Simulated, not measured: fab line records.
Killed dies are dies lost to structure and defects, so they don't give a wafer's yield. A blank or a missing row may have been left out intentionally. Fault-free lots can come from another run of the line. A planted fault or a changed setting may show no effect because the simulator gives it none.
Comparing a struck lot with a sound one || flow sky130 || 18 steps out of a route of 708
Sound: wafers L691.1, L691.2, L691.6. Struck: wafers L698.1, L698.2, L698.5. The cause comes at the end.
Order at every step that has rows: each side's tool, ch and its chambers, its first start. Under that, the readings that differ: sound wafers || struck wafers || difference of the means || sigmas: that difference in standard deviations of wafers without a fault.
alike: words and numbers the same on both sides, and readings whose means are apart by under 2 such deviations; not compared: readings that were withheld, readings missing a value for some wafer, numbers with overlapping values and no deviation given by the record, and bounds like >300 which may hide the same value.
The two part at a step that has a row with sigmas, a row that says differs or no value, or rows on one side only. Non-overlapping numbers with no deviation appear without sigmas and do not part them. A reading that every wafer of one side lacks parts them only if that side has two wafers or more.

SKY_FIELD_ISO_BOW_MEAS_00:
  sound on film_metro-03 at day 2 01:00; struck on film_metro-01 at day 3 12:00
  alike: INCOMING_BOW
then, 1 step without rows for these wafers: SKY_FIELD_ISO_OXIDATION_01 (stabilise 600 s, purge 300 s, target thk 12 nm).
SKY_FIELD_ISO_THK_MEAS_02:
  sound on film_metro-03 at day 2 04:55; struck on film_metro-01 at day 3 14:03
  alike: FIELD_ISO_OXIDATION_00_THK
SKY_FIELD_ISO_CVD_03: deposits Si3N4 from DCS/NH3, target thk 165 nm, time 2742 s.
  sound on lpcvd-02 ch 1, day 2 05:53; struck on lpcvd-02 ch 1, day 3 14:32
  alike: spike_tc_bottom_C, spike_tc_centre_C, susceptor_temp_C, zone_power_centre_pct
SKY_FIELD_ISO_THK_MEAS_04:
  sound on film_metro-02 at day 2 07:40; struck on film_metro-02 at day 3 16:19
{"reading": "FIELD_ISO_CVD_03_THK (nm)", "sound": "159.2 158.6 158.5", "struck": "136.6 135.9 136.0", "difference": -22.6, "sigmas": -14}
then, 8 steps without rows for these wafers: SKY_FIELD_ISO_DEHYDRATE_05 (time 60 s); SKY_FIELD_ISO_HMDS_06 (prime time 60 s); SKY_FIELD_ISO_COAT_07 (resist thk 60 nm); SKY_FIELD_ISO_COAT_08 (resist thk 450 nm); SKY_FIELD_ISO_SOFTBAKE_09 (time 90 s); SKY_FIELD_ISO_EXPOSE_10 (exposes mask FOM, target cd 150 nm); SKY_FIELD_ISO_PEB_11; SKY_FIELD_ISO_DEVELOP_12 (develop time 57.78 s).
SKY_FIELD_ISO_CD_MEAS_13 targets a cd of 150 nm.
  sound on cd_sem-01 at day 2 23:25; struck on cd_sem-02 at day 4 08:52
  alike: cd_nm
SKY_FIELD_ISO_ETCH_14: etches BARC in N2/H2, stops on SiO2, time 45.9 s, target depth 60 nm.
  sound on rie_diel-01 ch 0,2,3, day 2 23:32; struck on rie_diel-01 ch 0,1,3, day 4 08:59
  alike: drypump_motor_current_A, oes_product_au, throttle_valve_pct
  not compared: rf_hours_counter_h
SKY_FIELD_ISO_ETCH_15: etches the open film in CHF3/O2, stops on Si, target depth 180 nm, time 72 s.
  sound on rie_diel-01 ch 0,2,3, day 2 23:34; struck on rie_diel-01 ch 0,1,3, day 4 09:01
{"reading": "oes_product_au (a.u.)", "sound": "0.918 0.922 0.930", "struck": "0.850 0.842 0.852", "difference": -0.075, "sigmas": -11}
{"reading": "throttle_valve_pct (%)", "sound": "8.838 8.838 8.841", "struck": "8.817 8.802 8.811", "difference": -0.029, "sigmas": -3}
  alike: drypump_motor_current_A
  not compared: rf_hours_counter_h
SKY_FIELD_ISO_STRIP_16: strips in O2/N2.
  sound on plasma_asher-04 ch 0,1, day 2 23:37; struck on plasma_asher-03 ch 0,1, day 4 09:05
  alike: drypump_motor_current_A, oes_product_au, strip_time_to_endpoint_s
  not compared: rf_hours_counter_h
next, for these wafers, 1 step has no rows: SKY_PAD_OPEN_PROBE_99.

== WHERE THEY PART ==
Earliest at SKY_FIELD_ISO_THK_MEAS_04; latest, in this record, at SKY_FIELD_ISO_ETCH_15. Later steps at which nothing parts them and some readings are alike: SKY_FIELD_ISO_STRIP_16.

WHY: whatever the simulator had introduced
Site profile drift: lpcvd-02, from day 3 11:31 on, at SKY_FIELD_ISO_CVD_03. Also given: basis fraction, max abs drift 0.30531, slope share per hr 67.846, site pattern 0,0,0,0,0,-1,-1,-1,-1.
